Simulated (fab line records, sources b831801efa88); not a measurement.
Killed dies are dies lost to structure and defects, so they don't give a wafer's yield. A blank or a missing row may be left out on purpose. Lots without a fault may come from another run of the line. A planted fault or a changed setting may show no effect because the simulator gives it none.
One fault seen from 2 desks | flow gf180mcu | each desk has only its own numbers; what lay behind them comes last

THE METROLOGY DESK
What the gauges read, lot by lot, whatever tool the lot ran on: means of the sampled wafers that have a number. A lot is out of limits, marked OUT, if its mean lies more than 4 standard deviations from the usual mean; the brackets give that distance.
Columns: A = NSD_RS at GF_PSD_RS_MEAS_14, usual 46.14 ohm/sq; B = PSD_RS at GF_PSD_RS_MEAS_15, usual 108.62 ohm/sq; C = CONTACT_CVD_00_THK at GF_CONTACT_THK_MEAS_01, usual 298.4 nm; D = V1_CVD_00_THK at GF_V1_THK_MEAS_01, usual 595 nm
lot  | first seen here | A                | B                 | C     | D
L760 | day 14 03:51    | 46.19            | 108.61            | 301.6 | 588
L761 | day 14 14:18    | 46.25            | 108.91            | 301.0 | 602
L762 | day 14 22:23    | 46.11            | 108.51            | 299.6 | 589
L763 | day 15 03:53    | 46.13            | 108.59            | 299.6 | 598
L766 | day 16 14:14    | 46.04            | 108.26            | 297.8 | 592
L768 | day 17 13:30    | 46.07            | 108.49            | 298.2 | 590
L767 | day 17 13:38    | 46.15            | 108.77            | 294.2 | 587
L769 | day 18 11:15    | 46.13            | 108.74            | 295.2 | 596
L770 | day 18 11:51    | 46.11            | 108.56            | 299.9 | 605
L771 | day 18 18:50    | 46.10            | 108.69            | 298.7 | 593
L772 | day 19 11:53    | 46.00            | 108.05            | 298.6 | 594
L774 | day 19 19:20    | 46.89 (+8.4) OUT | 110.77 (+7.4) OUT | 297.1 | 588
L776 | day 20 10:13    | 46.98 (+9.5) OUT | 111.06 (+8.4) OUT | 299.4 | 598
L782 | day 22 07:08    | 46.12            | 108.71            | 299.2 | 597
This desk's finding: out of limits on L774, L776; first on L774, day 19 19:20 (NSD_RS at GF_PSD_RS_MEAS_14). In limits: L760, L761, L762, L763, L766, L768, L767, L769, L770, L771, L772, L782.

THE TOOL OWNER'S DESK: rtp_anneal-01
The tool's own readings at GF_PSD_RTA_13 (time 20 s): means of the sampled wafers that have a number, for each lot that ran on this tool. A lot is out of limits, marked OUT, if its mean lies more than 4 standard deviations from the usual mean; the brackets give that distance.
Columns: A = lamp_power_pct at GF_PSD_RTA_13, usual 34.7 %; B = run_length_s at GF_PSD_RTA_13, usual 48.9 s; C = wafer_temp_C_max at GF_PSD_RTA_13, usual 1028.1
lot  | first seen here | A    | B    | C
L760 | day 14 03:46    | 36.0 | 48.6 | 1029.1
L761 | day 14 14:13    | 36.0 | 48.7 | 1027.4
L762 | day 14 22:17    | 36.0 | 48.9 | 1027.9
L763 | day 15 03:49    | 36.0 | 48.6 | 1028.2
L766 | day 16 14:08    | 36.0 | 48.7 | 1027.9
L767 | day 17 13:33    | 36.0 | 48.6 | 1028.2
L769 | day 18 11:10    | 35.9 | 48.7 | 1028.4
L771 | day 18 18:41    | 36.0 | 50.8 | 1028.0
L772 | day 19 11:43    | 36.0 | 50.9 | 1027.8
L774 | day 19 19:16    | 35.9 | 46.0 | 1028.8
L776 | day 20 10:06    | 36.0 | 46.0 | 1028.3
This desk's finding: nothing out of limits on any of the 11 lots.

PUT TOGETHER
The metrology desk could have raised an alarm at day 19 19:20, on L774, L776.
The tool owner's desk saw nothing out of limits.
The tool owner's desk has L774, L776 on record, within its limits.
Of the lots named, all ran GF_PSD_RTA_13 on rtp_anneal-01.

WHAT THE SIMULATOR HAD PUT IN
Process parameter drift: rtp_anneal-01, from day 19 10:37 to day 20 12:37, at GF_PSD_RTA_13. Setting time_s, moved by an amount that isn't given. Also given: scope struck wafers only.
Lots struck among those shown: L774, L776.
Hours from the fault's start to each desk's first reading out of limits: the metrology desk, 9.
